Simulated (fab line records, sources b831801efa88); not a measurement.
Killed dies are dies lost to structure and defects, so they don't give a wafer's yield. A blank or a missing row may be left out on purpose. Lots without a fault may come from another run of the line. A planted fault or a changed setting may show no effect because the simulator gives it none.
fab line records | flow sky130
record lots=5 wafers=15 last_day=48
route steps=708 shown FIELD_ISO@26 NWELL@32 DNWELL@35 PWDE@45
lots that met no fault: from a run of the same line without faults
start_h: hours from the record's first day to the start of the lot's first wafer shown | wait_h: hours since the lot's step before | " the same as in the row above | L1.1+2: a row that stands for several wafers | - no value, or no start given | * or withheld: withheld | < > ~ a bound
route shown NAME@n: a module of which the file shows steps, and the number in the route of the first | usual: mean/standard deviation of fault-free wafers | same: alike in all rows | chamber/n: place in a boat | sites: the reading at each site | _std_site: their standard deviation | _edge_site: outer sites' mean less inner sites' | radius_mm: how far each site lies from the wafer's centre | mask NAME#n: copy n | behind: the tool/chamber that last shaped the wafer | hold: why the lot was held/for how many hours/how that ended | device: the transistor (n, p or np) that didn't switch | end of line: the same wafers' tests at the end of the route | a step without rows: its recipe alone | killed: dies lost to structure and defects at the first sort, not the wafer's yield | map: a wafer's dies, x killed, . not, _ none there
set.NAME: the setting as run; set.NAME@STEP: as run at that earlier step | model.NAME: the simulator's own value behind a step, which no gauge read
lots at some steps of the route; a table a step, a row a wafer
services: from which hour (start_h, from the record's first day; less than 0 if before it) a tool's chamber was out of use, for how many hours, and why
## steps
# step SKY_FIELD_ISO_THK_MEAS_25
# recipe reads=SiO2_of_FIELD_ISO_CVD_24
# usual FIELD_ISO_CVD_24_THK=593/6.6
# columns lot.wafer tool chamber start_h wait_h FIELD_ISO_CVD_24_THK[nm]
L077.2 film_metro-01 - 46.74 0.0 600
L077.4 " - " " 603
L077.5 " - " " 604
L083.1 film_metro-04 - 81.27 0.0 598
L083.4 " - " " 596
L083.6 " - " " 598
L085.2 film_metro-01 - 92.70 0.1 589
L085.3 " - " " 590
L085.5 " - " " 594
L086.3 film_metro-04 - 99.50 0.1 604
L086.4 " - " " 607
L086.5 " - " " 602
L088.1 film_metro-03 - 111.51 0.0 586
L088.3 " - " " 583
L088.5 " - " " 583
# step SKY_FIELD_ISO_ANNEAL_26
# recipe temp_c=1000 time_s=1800 ambient=N2
# usual spike_tc_lower_C=1000.3/1.1 tube_center_temp_C=1000/0.093
# columns lot.wafer tool chamber start_h wait_h spike_tc_lower_C tube_center_temp_C
L077.2 furnace-02 0 46.79 0.0 1000.8 1000.1
L077.4 " 0 " " 1000.0 999.95
L077.5 " 0 " " 1001.0 1000.1
L083.1 furnace-01 0 85.41 4.1 999.7 999.99
L083.4 " 0 " " 1000.7 1000
L083.6 " 0 " " 1000.7 1000
L085.2 furnace-01 0 96.68 4.0 1001.6 1000.1
L085.3 " 0 " " 1000.0 1000
L085.5 " 0 " " 1000.8 1000
L086.3 furnace-01 0 106.31 6.8 1000.0 1000
L086.4 " 0 " " 1000.4 1000
L086.5 " 0 " " 1000.7 999.85
L088.1 furnace-02 0 115.62 4.1 1001.3 1000.1
L088.3 " 0 " " 998.7 999.87
L088.5 " 0 " " 1001.4 1000.2
# step SKY_FIELD_ISO_CMP_27
# recipe stop_on=Si3N4 t_overpolish_s=16 down_force_psi=4 platen_rpm=60 target_thk_nm=457.8 pad_velocity_m_s=0.94248
# usual edge_zone_pressure_frac=1.000/0.0052 motor_current_A=11.5/1.1 overpolish_run_s=15.998/0.009 time_to_endpoint_s=111/4.1
# columns lot.wafer tool chamber start_h wait_h edge_zone_pressure_frac motor_current_A overpolish_run_s time_to_endpoint_s
L077.2 cmp-02 0 48.29 0.0 1.000 11.0 15.987 116
L077.4 " 2 " " 1.000 9.4 16.005 113
L077.5 " 1 " " 0.998 11.8 15.984 116
L083.1 cmp-01 3 86.91 0.0 0.995 11.0 16.013 113
L083.4 " 1 " " 1.007 13.1 16.007 120
L083.6 " 3 " " 1.000 11.9 15.994 117
L085.3 cmp-02 0 98.28 0.1 1.010 10.4 15.997 113
L085.2 " 1 " " 0.998 11.8 16.003 110
L085.5 " 3 " " 1.001 11.3 15.989 113
L086.3 cmp-01 0 107.81 0.0 1.000 10.5 15.998 108
L086.4 " 1 " " 1.002 12.2 15.985 117
L086.5 " 1 " " 1.007 12.3 16.000 117
L088.3 cmp-02 0 117.12 0.0 0.999 11.1 15.998 109
L088.1 " 3 " " 1.003 11.2 15.995 109
L088.5 " 0 " " 1.002 11.7 15.988 108
# step SKY_FIELD_ISO_WET_ETCH_28
# recipe chemistry=dHF target_depth_nm=23.7 target=SiO2 dilution=10:1 temp_c=25 time_s=47
# columns lot.wafer tool chamber start_h wait_h
L077.2+4+5 wet_bench-01 3 48.59 0.2
L083.1+4+6 wet_bench-02 2 87.21 0.2
L085.2+3+5 wet_bench-02 0 98.48 0.1
L086.3+4+5 wet_bench-01 2 108.11 0.2
L088.1+3+5 wet_bench-02 0 117.42 0.1
# step SKY_FIELD_ISO_WET_ETCH_29
# recipe chemistry=H3PO4 target_depth_nm=160 target=Si3N4 temp_c=160 time_s=1825
# columns lot.wafer tool chamber start_h wait_h
L077.2+4+5 wet_bench-02 3 48.61 0.0
L083.1+4+6 wet_bench-01 2 87.23 0.0
L085.2+3+5 wet_bench-01 2 98.50 0.0
L086.3+4+5 wet_bench-02 3 108.13 0.0
L088.1+3+5 wet_bench-01 2 117.44 0.0
# step SKY_FIELD_ISO_WET_ETCH_30
# recipe chemistry=dHF target_depth_nm=25 target=SiO2 dilution=10:1 temp_c=25 time_s=50
# columns lot.wafer tool chamber start_h wait_h
L077.2+4+5 wet_bench-03 0 49.13 0.0
L083.1+4+6 wet_bench-02 2 87.75 0.0
L085.2+3+5 wet_bench-03 0 99.01 0.0
L086.3+4+5 wet_bench-03 1 109.16 0.0
L088.1+3+5 wet_bench-03 0 118.47 0.0
# step SKY_NWELL_CLEAN_00
# recipe chemistry=SC1/SC2 mix=1:4:20 temp_c=70 time_s=150 dry=n2_spin
# columns lot.wafer tool chamber start_h wait_h
L077.2+4+5 wet_bench-01 3 49.15 0.0
L083.1+4+6 wet_bench-03 3 87.77 0.0
L085.2+3+5 wet_bench-02 0 99.04 0.0
L086.3+4+5 wet_bench-02 3 109.18 0.0
L088.1+3+5 wet_bench-02 0 118.52 0.0
# step SKY_NWELL_OXIDATION_01
# recipe temp_c=900 ambient=O2 stabilise_s=600 purge_s=300 target_thk_a=100 ox_time_s=1418
# usual spike_tc_lower_C=900.3/1 tube_center_temp_C=900/0.077
# same ox_time_s=1418
# columns lot.wafer tool chamber start_h wait_h spike_tc_lower_C tube_center_temp_C
L077.2 furnace-01 0 49.20 0.0 901.2 899.92
L077.4 " 0 " " 898.8 899.93
L077.5 " 0 " " 901.1 900.05
L083.1 furnace-01 0 92.52 4.7 901.5 900.08
L083.4 " 0 " " 899.0 899.92
L083.6 " 0 " " 900.6 899.99
L085.2 furnace-01 0 102.03 2.9 900.9 900.13
L085.3 " 0 " " 899.9 899.95
L085.5 " 0 " " 901.7 899.88
L086.3 furnace-02 0 112.88 3.6 901.5 899.93
L086.4 " 0 " " 901.0 899.98
L086.5 " 0 " " 901.0 899.9
L088.1 furnace-02 0 118.62 0.1 901.3 900.07
L088.3 " 0 " " 900.2 899.99
L088.5 " 0 " " 901.4 899.93
# step SKY_NWELL_THK_MEAS_02
# recipe reads=SiO2_of_NWELL_OXIDATION_01
# usual NWELL_OXIDATION_THK=9.98/0.22
# columns lot.wafer tool chamber start_h wait_h NWELL_OXIDATION_THK[nm]
L077.2 film_metro-03 - 50.61 0.0 9.99
L077.4 " - " " 9.86
L077.5 " - " " 9.97
L083.1 film_metro-03 - 93.91 0.0 10.03
L083.4 " - " " 9.91
L083.6 " - " " 10.09
L085.2 film_metro-03 - 103.44 0.0 9.99
L085.3 " - " " 10.05
L085.5 " - " " 9.95
L086.3 film_metro-04 - 114.30 0.0 10.23
L086.4 " - " " 10.37
L086.5 " - " " 10.41
L088.1 film_metro-02 - 120.02 0.0 10.36
L088.3 " - " " 10.30
L088.5 " - " " 10.32
# step SKY_DNWELL_DEHYDRATE_00
# recipe temp_c=200 time_s=60
# columns lot.wafer tool chamber start_h wait_h
L077.2+4+5 litho_track-04 0 58.02 7.4
L083.1+4+6 litho_track-04 0 101.70 7.8
L085.2+3+5 litho_track-01 0 110.80 7.4
L086.3+4+5 litho_track-01 0 122.83 8.5
L088.1+3+5 litho_track-01 0 128.58 8.6
# step SKY_DNWELL_HMDS_01
# recipe prime_time_s=60 prime_temp_c=120
# columns lot.wafer tool chamber start_h wait_h
L077.2+4+5 litho_track-04 0 58.17 0.1
L083.1+4+6 litho_track-04 0 101.85 0.1
L085.2+3+5 litho_track-01 0 110.95 0.1
L086.3+4+5 litho_track-01 0 122.98 0.1
L088.1+3+5 litho_track-01 0 128.73 0.1
# step SKY_DNWELL_COAT_02
# recipe spin_rpm=2000 resist_thk_nm=3000
# columns lot.wafer tool chamber start_h wait_h
L077.2+4+5 litho_track-04 0 58.32 0.1
L083.1+4+6 litho_track-04 0 102.00 0.1
L085.2+3+5 litho_track-01 0 111.10 0.1
L086.3+4+5 litho_track-01 0 123.13 0.1
L088.1+3+5 litho_track-01 0 128.88 0.1
# step SKY_DNWELL_SOFTBAKE_03
# recipe temp_c=110 time_s=withheld
# columns lot.wafer tool chamber start_h wait_h
L077.2+4+5 litho_track-04 0 58.48 0.1
L083.1+4+6 litho_track-04 0 102.15 0.1
L085.2+3+5 litho_track-01 0 111.26 0.1
L086.3+4+5 litho_track-01 0 123.29 0.1
L088.1+3+5 litho_track-01 0 129.03 0.1
# step SKY_DNWELL_EXPOSE_04
# recipe mask_id=DNM na=0.57 target_cd_nm=3000 dose_mj=222
# columns lot.wafer tool chamber start_h wait_h mask
L077.2+4+5 iline_stepper-02 0 - - DNM#0
L083.1+4+6 iline_stepper-02 0 - - DNM#0
L085.2+3+5 iline_stepper-01 0 - - DNM#0
L086.3+4+5 iline_stepper-01 0 - - DNM#0
L088.1+3+5 iline_stepper-01 0 - - DNM#0
# step SKY_DNWELL_PEB_05
# recipe temp_c=115 time_s=withheld
# columns lot.wafer tool chamber start_h wait_h
L077.2+4+5 litho_track-04 0 - -
L083.1+4+6 litho_track-04 0 - -
L085.2+3+5 litho_track-04 0 - -
L086.3+4+5 litho_track-01 0 - -
L088.1+3+5 litho_track-01 0 - -
# step SKY_DNWELL_DEVELOP_06
# recipe wall_angle_deg=90 developer=TMAH develop_time_s=58.39 dev_temp_c=23
# same develop_time_s=58.39
# columns lot.wafer tool chamber start_h wait_h
L077.2+4+5 litho_track-04 0 - -
L083.1+4+6 litho_track-04 0 - -
L085.2+3+5 litho_track-04 0 - -
L086.3+4+5 litho_track-01 0 - -
L088.1+3+5 litho_track-01 0 - -
# step SKY_DNWELL_IMPLANT_07
# recipe species=P energy_kev=withheld dose_cm2=withheld tilt_deg=withheld
# columns lot.wafer tool chamber start_h wait_h
L077.2+4+5 implanter-01 0 66.42 -
L083.1+4+6 implanter-03 0 110.50 -
L085.2+3+5 implanter-03 0 120.27 -
L086.3+4+5 implanter-03 0 132.48 -
L088.1+3+5 implanter-01 0 137.88 -
# step SKY_DNWELL_STRIP_08
# recipe chemistry=O2/N2 power_w=1400 pressure_mtorr=1500 platen_temp_c=withheld o2_flow_sccm=3000 n2_flow_sccm=300 overash_fraction=0.5
# usual drypump_motor_current_A=6.0/0.31 o2_flow_sccm=3001/8.8 oes_product_au=0.723/0.005 strip_time_to_endpoint_s=36.92/0.093
# columns lot.wafer tool chamber start_h wait_h drypump_motor_current_A o2_flow_sccm oes_product_au rf_hours_counter_h strip_time_to_endpoint_s
L077.2 plasma_asher-02 0 66.55 0.1 6.0 2995 0.721 37 36.76
L077.4 " 1 " " 5.6 2994 0.723 - 36.83
L077.5 " 0 " " 5.9 2996 0.725 - 36.79
L083.1 plasma_asher-02 1 110.65 0.1 5.6 3008 0.716 42 36.88
L083.4 " 1 " " 5.6 3004 0.721 - 36.90
L083.6 " 0 " " 5.9 2999 0.721 - 36.88
L085.2 plasma_asher-02 0 120.40 0.1 6.0 2997 0.730 43 36.87
L085.3 " 1 " " 5.6 3014 0.725 - 36.92
L085.5 " 1 " " 5.6 2988 0.715 - 36.94
L086.3 plasma_asher-04 0 132.61 0.1 6.0 2996 0.723 - 36.87
L086.4 " 1 " " 6.3 3002 0.712 - 36.96
L086.5 " 1 " " 6.3 3016 0.719 - 36.99
L088.1 plasma_asher-02 0 138.03 0.1 5.9 3010 0.720 45 37.02
L088.3 " 1 " " 5.5 3002 0.718 - 37.08
L088.5 " 1 " " 5.5 2992 0.723 - 37.11
# step SKY_DNWELL_TW_MEAS_09
# usual DNWELL_TW=1121/25
# columns lot.wafer tool chamber start_h wait_h DNWELL_TW
L077.2 film_metro-03 - 66.66 0.1 1105
L077.4 " - " " 1100
L077.5 " - " " 1107
L083.1 film_metro-04 - 110.75 0.1 1101
L083.4 " - " " 1094
L083.6 " - " " 1095
L085.2 film_metro-04 - 120.51 0.1 1089
L085.3 " - " " 1086
L085.5 " - " " 1084
L086.3 film_metro-04 - 132.70 0.1 1091
L086.4 " - " " 1083
L086.5 " - " " 1087
L088.1 film_metro-02 - 138.13 0.1 1161
L088.3 " - " " 1152
L088.5 " - " " 1158
# step SKY_PWDE_DEHYDRATE_00
# recipe temp_c=200 time_s=60
# columns lot.wafer tool chamber start_h wait_h
L077.2+4+5 litho_track-03 0 74.09 7.4
L083.1+4+6 litho_track-01 0 118.38 7.6
L085.2+3+5 litho_track-02 0 128.99 8.5
L086.3+4+5 litho_track-02 0 142.07 9.4
L088.1+3+5 litho_track-02 0 146.92 8.8
# step SKY_PWDE_HMDS_01
# recipe prime_time_s=60 prime_temp_c=120
# columns lot.wafer tool chamber start_h wait_h
L077.2+4+5 litho_track-03 0 74.24 0.1
L083.1+4+6 litho_track-01 0 118.53 0.1
L085.2+3+5 litho_track-02 0 129.14 0.1
L086.3+4+5 litho_track-02 0 142.22 0.1
L088.1+3+5 litho_track-02 0 147.07 0.1
# step SKY_PWDE_COAT_02
# recipe spin_rpm=2000 resist_thk_nm=3000
# columns lot.wafer tool chamber start_h wait_h
L077.2+4+5 litho_track-03 0 74.39 0.1
L083.1+4+6 litho_track-01 0 118.68 0.1
L085.2+3+5 litho_track-02 0 129.29 0.1
L086.3+4+5 litho_track-02 0 142.37 0.1
L088.1+3+5 litho_track-02 0 147.22 0.1
# step SKY_PWDE_SOFTBAKE_03
# recipe temp_c=110 time_s=withheld
# columns lot.wafer tool chamber start_h wait_h
L077.2+4+5 litho_track-03 0 74.55 0.1
L083.1+4+6 litho_track-01 0 118.83 0.1
L085.2+3+5 litho_track-02 0 129.45 0.1
L086.3+4+5 litho_track-02 0 142.53 0.1
L088.1+3+5 litho_track-02 0 147.37 0.1
# step SKY_PWDE_EXPOSE_04
# recipe mask_id=PWDEM na=0.6 source_shape=conventional sigma_outer=0.6 polarization=unpolarized target_cd_nm=840 dose_mj=214
# columns lot.wafer tool chamber start_h wait_h mask
L077.2+4+5 iline_stepper-02 0 - - PWDEM#0
L083.1+4+6 iline_stepper-02 0 - - PWDEM#0
L085.2+3+5 iline_stepper-02 0 - - PWDEM#0
L086.3+4+5 iline_stepper-01 0 - - PWDEM#0
L088.1+3+5 iline_stepper-01 0 - - PWDEM#0
# step SKY_PWDE_PEB_05
# recipe temp_c=115 time_s=withheld
# columns lot.wafer tool chamber start_h wait_h
L077.2+4+5 litho_track-01 0 - -
L083.1+4+6 litho_track-03 0 - -
L085.2+3+5 litho_track-01 0 - -
L086.3+4+5 litho_track-03 0 - -
L088.1+3+5 litho_track-03 0 - -
# step SKY_PWDE_DEVELOP_06
# recipe wall_angle_deg=90 developer=TMAH develop_time_s=60 dev_temp_c=23
# same develop_time_s=60
# columns lot.wafer tool chamber start_h wait_h
L077.2+4+5 litho_track-01 0 - -
L083.1+4+6 litho_track-03 0 - -
L085.2+3+5 litho_track-01 0 - -
L086.3+4+5 litho_track-03 0 - -
L088.1+3+5 litho_track-03 0 - -
# step SKY_PWDE_OVL_MEAS_07
# usual PWDE_OVL=0.0/1.4
# columns lot.wafer tool chamber start_h wait_h PWDE_OVL[nm]
L077.2 overlay-01 - 82.83 - 0.2
L077.4 " - " " -0.5
L077.5 " - " " 0.9
L083.1 overlay-01 - 128.06 - 0.4
L083.4 " - " " -0.2
L083.6 " - " " -0.6
L085.2 overlay-02 - 138.23 - -1.1
L085.3 " - " " 1.6
L085.5 " - " " 0.4
L086.3 overlay-01 - 151.23 - -1.1
L086.4 " - " " -3.5
L086.5 " - " " -3.6
L088.1 overlay-01 - 156.56 - 0.1
L088.3 " - " " -0.6
L088.5 " - " " 1.1
# step SKY_PWDE_IMPLANT_08
# recipe species=B energy_kev=150 dose_cm2=3.6e+12 tilt_deg=withheld
# columns lot.wafer tool chamber start_h wait_h
L077.2+4+5 implanter-02 0 82.89 0.0
L083.1+4+6 implanter-03 0 128.10 0.0
L085.2+3+5 implanter-04 0 138.29 0.0
L086.3+4+5 implanter-03 0 151.30 0.1
L088.1+3+5 implanter-04 0 156.60 0.0
# step SKY_PWDE_STRIP_09
# recipe chemistry=O2/N2 power_w=1400 pressure_mtorr=1500 platen_temp_c=withheld o2_flow_sccm=3000 n2_flow_sccm=300 overash_fraction=0.5
# usual drypump_motor_current_A=6.05/0.25 o2_flow_sccm=3002/8.1 oes_product_au=0.723/0.005 strip_time_to_endpoint_s=36.92/0.097
# columns lot.wafer tool chamber start_h wait_h drypump_motor_current_A o2_flow_sccm oes_product_au rf_hours_counter_h strip_time_to_endpoint_s
L077.2 plasma_asher-03 1 83.01 0.1 5.80 2996 0.725 40 36.98
L077.4 " 1 " " 5.82 3000 0.725 - 36.86
L077.5 " 1 " " 5.82 2994 0.725 - 36.96
L083.1 plasma_asher-03 1 128.25 0.1 5.79 3007 0.724 1 36.97
L083.4 " 0 " " 6.45 3008 0.730 - 36.96
L083.6 " 0 " " 6.47 2994 0.715 - 36.99
L085.2 plasma_asher-03 1 138.41 0.1 5.80 3001 0.727 2 37.11
L085.3 " 0 " " 6.48 2998 0.720 - 37.03
L085.5 " 0 " " 6.46 2989 0.727 - 36.97
L086.3 plasma_asher-01 0 151.43 0.1 6.15 3014 0.726 - 36.91
L086.4 " 1 " " 6.08 3005 0.724 - 36.90
L086.5 " 0 " " 6.16 3009 0.721 - 36.91
L088.1 plasma_asher-01 0 156.75 0.1 6.16 3012 0.732 35 36.95
L088.3 " 1 " " 6.13 2990 0.713 - 36.93
L088.5 " 0 " " 6.14 3013 0.723 - 36.90
# step SKY_PWDE_TW_MEAS_10
# usual PWDE_TW=377/7.5
# columns lot.wafer tool chamber start_h wait_h PWDE_TW
L077.2 film_metro-04 - 83.12 0.1 370
L077.4 " - " " 369
L077.5 " - " " 369
L083.1 film_metro-02 - 128.35 0.1 385
L083.4 " - " " 386
L083.6 " - " " 386
L085.2 film_metro-04 - 138.52 0.1 368
L085.3 " - " " 365
L085.5 " - " " 364
L086.3 film_metro-02 - 151.52 0.1 384
L086.4 " - " " 385
L086.5 " - " " 384
L088.1 film_metro-02 - 156.85 0.1 384
L088.3 " - " " 383
L088.5 " - " " 384
# step SKY_NWELL_DEHYDRATE_03
# recipe temp_c=200 time_s=60
# columns lot.wafer tool chamber start_h wait_h
L077.2+4+5 litho_track-04 0 91.12 8.0
L083.1+4+6 litho_track-02 0 136.07 7.7
L085.2+3+5 litho_track-01 0 147.10 8.6
L086.3+4+5 litho_track-02 0 159.92 8.4
L088.1+3+5 litho_track-04 0 165.75 8.9
# step SKY_NWELL_HMDS_04
# recipe prime_time_s=60 prime_temp_c=120
# columns lot.wafer tool chamber start_h wait_h
L077.2+4+5 litho_track-04 0 91.27 0.1
L083.1+4+6 litho_track-02 0 136.22 0.1
L085.2+3+5 litho_track-01 0 147.25 0.1
L086.3+4+5 litho_track-02 0 160.07 0.1
L088.1+3+5 litho_track-04 0 165.90 0.1
# step SKY_NWELL_COAT_05
# recipe spin_rpm=1979 resist_thk_nm=3000
# columns lot.wafer tool chamber start_h wait_h
L077.2+4+5 litho_track-04 0 91.42 0.1
L083.1+4+6 litho_track-02 0 136.37 0.1
L085.2+3+5 litho_track-01 0 147.40 0.1
L086.3+4+5 litho_track-02 0 160.22 0.1
L088.1+3+5 litho_track-04 0 166.05 0.1
# step SKY_NWELL_SOFTBAKE_06
# recipe temp_c=110 time_s=withheld
# columns lot.wafer tool chamber start_h wait_h
L077.2+4+5 litho_track-04 0 91.58 0.1
L083.1+4+6 litho_track-02 0 136.52 0.1
L085.2+3+5 litho_track-01 0 147.56 0.1
L086.3+4+5 litho_track-02 0 160.38 0.1
L088.1+3+5 litho_track-04 0 166.20 0.1
# step SKY_NWELL_EXPOSE_07
# recipe mask_id=NWM na=0.6 source_shape=conventional sigma_outer=0.6 polarization=unpolarized target_cd_nm=840 dose_mj=255
# columns lot.wafer tool chamber start_h wait_h mask
L077.2+4+5 iline_stepper-02 0 - - NWM#0
L083.1+4+6 iline_stepper-02 0 - - NWM#0
L085.2+3+5 iline_stepper-02 0 - - NWM#0
L086.3+4+5 iline_stepper-01 0 - - NWM#0
L088.1+3+5 iline_stepper-02 0 - - NWM#0
# step SKY_NWELL_PEB_08
# recipe temp_c=115 time_s=withheld
# columns lot.wafer tool chamber start_h wait_h
L077.2+4+5 litho_track-04 0 - -
L083.1+4+6 litho_track-02 0 - -
L085.2+3+5 litho_track-04 0 - -
L086.3+4+5 litho_track-04 0 - -
L088.1+3+5 litho_track-04 0 - -
# step SKY_NWELL_DEVELOP_09
# recipe wall_angle_deg=90 developer=TMAH develop_time_s=60 dev_temp_c=23
# same develop_time_s=60
# columns lot.wafer tool chamber start_h wait_h
L077.2+4+5 litho_track-04 0 - -
L083.1+4+6 litho_track-02 0 - -
L085.2+3+5 litho_track-04 0 - -
L086.3+4+5 litho_track-04 0 - -
L088.1+3+5 litho_track-04 0 - -
# step SKY_NWELL_OVL_MEAS_10
# usual NWELL_00_OVL=-0.3/1.5
# columns lot.wafer tool chamber start_h wait_h NWELL_00_OVL[nm]
L077.2 overlay-01 - 99.75 - 0.9
L077.4 " - " " -0.4
L077.5 " - " " 1.9
L083.1 overlay-02 - 146.32 - -0.8
L083.4 " - " " -2.0
L083.6 " - " " -0.3
L085.2 overlay-02 - 156.70 - 1.4
L085.3 " - " " 2.4
L085.5 " - " " -0.5
L086.3 overlay-01 - 170.56 - 0.4
L086.4 " - " " 0.0
L086.5 " - " " 1.1
L088.1 overlay-02 - 176.25 - 1.7
L088.3 " - " " 1.4
L088.5 " - " " 0.8
# step SKY_NWELL_IMPLANT_11
# recipe species=P energy_kev=400 dose_cm2=1.9e+13 tilt_deg=withheld
# columns lot.wafer tool chamber start_h wait_h
L077.2+4+5 implanter-04 0 99.81 0.0
L083.1+4+6 implanter-04 0 146.35 0.0
L085.2+3+5 implanter-03 0 156.76 0.0
L086.3+4+5 implanter-01 0 170.63 0.1
L088.1+3+5 implanter-03 0 176.28 0.0
# step SKY_NWELL_IMPLANT_12
# recipe species=P energy_kev=120 dose_cm2=1.3e+12 tilt_deg=withheld
# columns lot.wafer tool chamber start_h wait_h
L077.2+4+5 implanter-04 0 99.96 0.1
L083.1+4+6 implanter-04 0 146.50 0.1
L085.2+3+5 implanter-03 0 156.91 0.1
L086.3+4+5 implanter-01 0 170.78 0.1
L088.1+3+5 implanter-03 0 176.43 0.1
# step SKY_NWELL_IMPLANT_13
# recipe species=P energy_kev=50 dose_cm2=7e+11 tilt_deg=withheld
# columns lot.wafer tool chamber start_h wait_h
L077.2+4+5 implanter-04 0 100.11 0.1
L083.1+4+6 implanter-04 0 146.65 0.1
L085.2+3+5 implanter-03 0 157.06 0.1
L086.3+4+5 implanter-01 0 170.93 0.1
L088.1+3+5 implanter-03 0 176.58 0.1
# step SKY_NWELL_STRIP_14
# recipe chemistry=O2/N2 power_w=1400 pressure_mtorr=1500 platen_temp_c=withheld o2_flow_sccm=3000 n2_flow_sccm=300 overash_fraction=0.5
# usual drypump_motor_current_A=6.02/0.22 o2_flow_sccm=2999/8.2 oes_product_au=0.722/0.0042 strip_time_to_endpoint_s=37.08/0.084
# columns lot.wafer tool chamber start_h wait_h drypump_motor_current_A o2_flow_sccm oes_product_au rf_hours_counter_h strip_time_to_endpoint_s
L077.2 plasma_asher-04 1 100.23 0.1 6.31 3000 0.720 41 37.18
L077.4 " 0 " " 6.00 2991 0.727 - 37.13
L077.5 " 1 " " 6.28 3017 0.718 - 37.22
L083.1 plasma_asher-04 1 146.80 0.1 6.30 3000 0.722 45 37.13
L083.4 " 1 " " 6.29 3007 0.716 - 37.10
L083.6 " 1 " " 6.28 3001 0.721 - 36.94
L085.2 plasma_asher-04 0 157.18 0.1 6.01 3010 0.723 47 37.12
L085.3 " 0 " " 6.03 3002 0.718 - 36.93
L085.5 " 0 " " 6.01 3001 0.722 - 37.11
L086.3 plasma_asher-02 0 171.07 0.1 5.94 3018 0.718 - 36.99
L086.4 " 1 " " 5.55 3012 0.727 - 36.97
L086.5 " 0 " " 5.95 2998 0.721 - 37.10
L088.1 plasma_asher-01 1 176.73 0.1 6.13 3002 0.725 37 37.13
L088.3 " 0 " " 6.15 3021 0.719 - 37.06
L088.5 " 1 " " 6.13 3009 0.721 - 37.08
# step SKY_NWELL_TW_MEAS_15
# usual NWELL_TW=1819/33
# columns lot.wafer tool chamber start_h wait_h NWELL_TW
L077.2 film_metro-04 - 100.34 0.1 1793
L077.4 " - " " 1791
L077.5 " - " " 1801
L083.1 film_metro-03 - 146.90 0.1 1798
L083.4 " - " " 1812
L083.6 " - " " 1804
L085.2 film_metro-02 - 157.29 0.1 1874
L085.3 " - " " 1874
L085.5 " - " " 1874
L086.3 film_metro-02 - 171.15 0.1 1866
L086.4 " - " " 1860
L086.5 " - " " 1855
L088.1 film_metro-02 - 176.83 0.1 1858
L088.3 " - " " 1869
L088.5 " - " " 1865
# step SKY_NWELL_DEHYDRATE_16
# recipe temp_c=200 time_s=60
# columns lot.wafer tool chamber start_h wait_h
L077.2+4+5 litho_track-01 0 108.65 8.3
L083.1+4+6 litho_track-04 0 155.70 8.8
L085.2+3+5 litho_track-04 0 167.22 9.9
L086.3+4+5 litho_track-01 0 180.78 9.6
L088.1+3+5 litho_track-02 0 186.42 9.6
# step SKY_NWELL_HMDS_17
# recipe prime_time_s=60 prime_temp_c=120
# columns lot.wafer tool chamber start_h wait_h
L077.2+4+5 litho_track-01 0 108.80 0.1
L083.1+4+6 litho_track-04 0 155.85 0.1
L085.2+3+5 litho_track-04 0 167.37 0.1
L086.3+4+5 litho_track-01 0 180.93 0.1
L088.1+3+5 litho_track-02 0 186.57 0.1
# step SKY_NWELL_COAT_18
# recipe spin_rpm=2000 resist_thk_nm=3000
# columns lot.wafer tool chamber start_h wait_h
L077.2+4+5 litho_track-01 0 108.95 0.1
L083.1+4+6 litho_track-04 0 156.00 0.1
L085.2+3+5 litho_track-04 0 167.52 0.1
L086.3+4+5 litho_track-01 0 181.08 0.1
L088.1+3+5 litho_track-02 0 186.72 0.1
# step SKY_NWELL_SOFTBAKE_19
# recipe temp_c=110 time_s=withheld
# columns lot.wafer tool chamber start_h wait_h
L077.2+4+5 litho_track-01 0 109.11 0.1
L083.1+4+6 litho_track-04 0 156.15 0.1
L085.2+3+5 litho_track-04 0 167.68 0.1
L086.3+4+5 litho_track-01 0 181.24 0.1
L088.1+3+5 litho_track-02 0 186.87 0.1
# step SKY_NWELL_EXPOSE_20
# recipe mask_id=NWM_COMPLEMENT na=0.6 source_shape=conventional sigma_outer=0.6 polarization=unpolarized target_cd_nm=840 dose_mj=260
# columns lot.wafer tool chamber start_h wait_h mask
L077.2+4+5 iline_stepper-02 0 - - NWM_COMPLEMENT#0
L083.1+4+6 iline_stepper-02 0 - - NWM_COMPLEMENT#0
L085.2+3+5 iline_stepper-02 0 - - NWM_COMPLEMENT#0
L086.3+4+5 iline_stepper-01 0 - - NWM_COMPLEMENT#0
L088.1+3+5 iline_stepper-01 0 - - NWM_COMPLEMENT#0
# step SKY_NWELL_PEB_21
# recipe temp_c=115 time_s=withheld
# columns lot.wafer tool chamber start_h wait_h
L077.2+4+5 litho_track-01 0 - -
L083.1+4+6 litho_track-02 0 - -
L085.2+3+5 litho_track-01 0 - -
L086.3+4+5 litho_track-04 0 - -
L088.1+3+5 litho_track-02 0 - -
# step SKY_NWELL_DEVELOP_22
# recipe wall_angle_deg=90 developer=TMAH develop_time_s=60 dev_temp_c=23
# same develop_time_s=60
# columns lot.wafer tool chamber start_h wait_h
L077.2+4+5 litho_track-01 0 - -
L083.1+4+6 litho_track-02 0 - -
L085.2+3+5 litho_track-01 0 - -
L086.3+4+5 litho_track-04 0 - -
L088.1+3+5 litho_track-02 0 - -
## services
# columns tool chamber start_h hours kind
wet_bench-02 - 31.59 2.2 repair
plasma_asher-03 - 34.10 2.8 pm
implanter-04 - 35.05 3.0 pm
plasma_asher-04 - 37.37 3.4 repair
plasma_asher-03 - 47.26 1.8 repair
implanter-03 - 47.52 2.2 repair
plasma_asher-03 - 49.29 1.9 repair
furnace-01 - 52.11 23.9 pm
implanter-01 - 53.24 0.8 repair
iline_stepper-02 - 62.86 0.7 repair
plasma_asher-04 - 63.98 15.6 pm
wet_bench-03 - 71.17 4.2 repair
furnace-02 - 80.72 23.7 pm
implanter-01 - 100.63 1.4 repair
furnace-02 - 104.45 4.2 pm
iline_stepper-01 - 109.12 1.7 pm
furnace-01 - 109.22 3.1 pm
wet_bench-01 - 128.71 1.9 pm
furnace-01 - 149.50 3.6 pm
implanter-01 - 154.73 5.8 repair
implanter-01 - 179.99 3.0 pm
furnace-02 - 185.11 3.8 pm
implanter-04 - 186.75 3.6 repair
implanter-03 - 193.92 0.9 repair
## key
fault none
